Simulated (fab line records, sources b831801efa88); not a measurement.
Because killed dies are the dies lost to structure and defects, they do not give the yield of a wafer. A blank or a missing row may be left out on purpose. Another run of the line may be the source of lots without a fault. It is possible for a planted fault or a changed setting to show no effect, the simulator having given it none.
Split-lot trial -- flow gf180mcu -- route with 602 steps; 5 lots, 23 wafers read

== ON THE SPLIT ==
At GF_V2_SPUTTER_22 (material TiN, target thk 10 nm, time 40 s), the setting chamber pressure pa was moved away from the recipe's 5 Pa on 15 of the 23 wafers read, by -7.3% to +7.0%. All remaining wafers had this setting at the recipe value.

The reading is taken at the split's own step.

== THE READING ==
TiN_of_V2_SPUTTER_22.thk nm (the simulator's own value, which no gauge read), in nm, at GF_V2_SPUTTER_22 (material TiN, target thk 10 nm, time 40 s). No usual value for it is given in the file. Across the 8 wafers here that went through the recipe, the average is 10.105 nm and the standard deviation 0.14 nm.

wafer,"tool, chamber at the split","chamber pressure pa as run, Pa",against the recipe,"TiN_of_V2_SPUTTER_22.thk nm, nm",against lot-mates on the recipe
L074.1,"pvd sputter-03, -",5.23,+4.6%,9.695,no lot-mate on the recipe
L074.2,"pvd sputter-03, -",5.23,+4.6%,9.518,no lot-mate on the recipe
L074.3,"pvd sputter-03, -",5.23,+4.6%,9.792,no lot-mate on the recipe
L074.4,"pvd sputter-03, -",5.23,+4.6%,9.623,no lot-mate on the recipe
L074.5,"pvd sputter-03, -",5.23,+4.6%,9.632,no lot-mate on the recipe
L076.1,"pvd sputter-01, -",4.635,-7.3%,10.79,no lot-mate on the recipe
L076.3,"pvd sputter-01, -",4.635,-7.3%,10.86,no lot-mate on the recipe
L076.4,"pvd sputter-01, -",4.635,-7.3%,10.78,no lot-mate on the recipe
L076.5,"pvd sputter-01, -",4.635,-7.3%,10.88,no lot-mate on the recipe
L076.6,"pvd sputter-01, -",4.635,-7.3%,10.89,no lot-mate on the recipe
L079.1,"pvd sputter-03, -",5,recipe,10.23,-
L079.4,"pvd sputter-03, -",5,recipe,10.27,-
L079.5,"pvd sputter-03, -",5,recipe,10.34,-
L080.1,"pvd sputter-02, -",5,recipe,10.04,-
L080.2,"pvd sputter-02, -",5,recipe,9.996,-
L080.3,"pvd sputter-02, -",5,recipe,10.06,-
L080.5,"pvd sputter-02, -",5,recipe,9.98,-
L080.6,"pvd sputter-02, -",5,recipe,9.921,-
L083.2,"pvd sputter-03, -",5.35,+7.0%,9.308,no lot-mate on the recipe
L083.3,"pvd sputter-03, -",5.35,+7.0%,9.48,no lot-mate on the recipe
L083.4,"pvd sputter-03, -",5.35,+7.0%,9.46,no lot-mate on the recipe
L083.5,"pvd sputter-03, -",5.35,+7.0%,9.538,no lot-mate on the recipe
L083.6,"pvd sputter-03, -",5.35,+7.0%,9.341,no lot-mate on the recipe

THE FIT
A straight line over all 23 wafers: TiN_of_V2_SPUTTER_22.thk nm changes by -0.0991 nm for each +1% of chamber pressure pa; r = -0.98; the points scatter about the line by 0.11 nm.
Too few moved wafers have a lot-mate on the recipe to fit a line with each lot's own level taken away.

== THE FILE'S OWN FIT ==
TiN_of_V2_SPUTTER_22.thk nm changes by -0.0991 nm for each +1% of chamber pressure pa, r = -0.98.
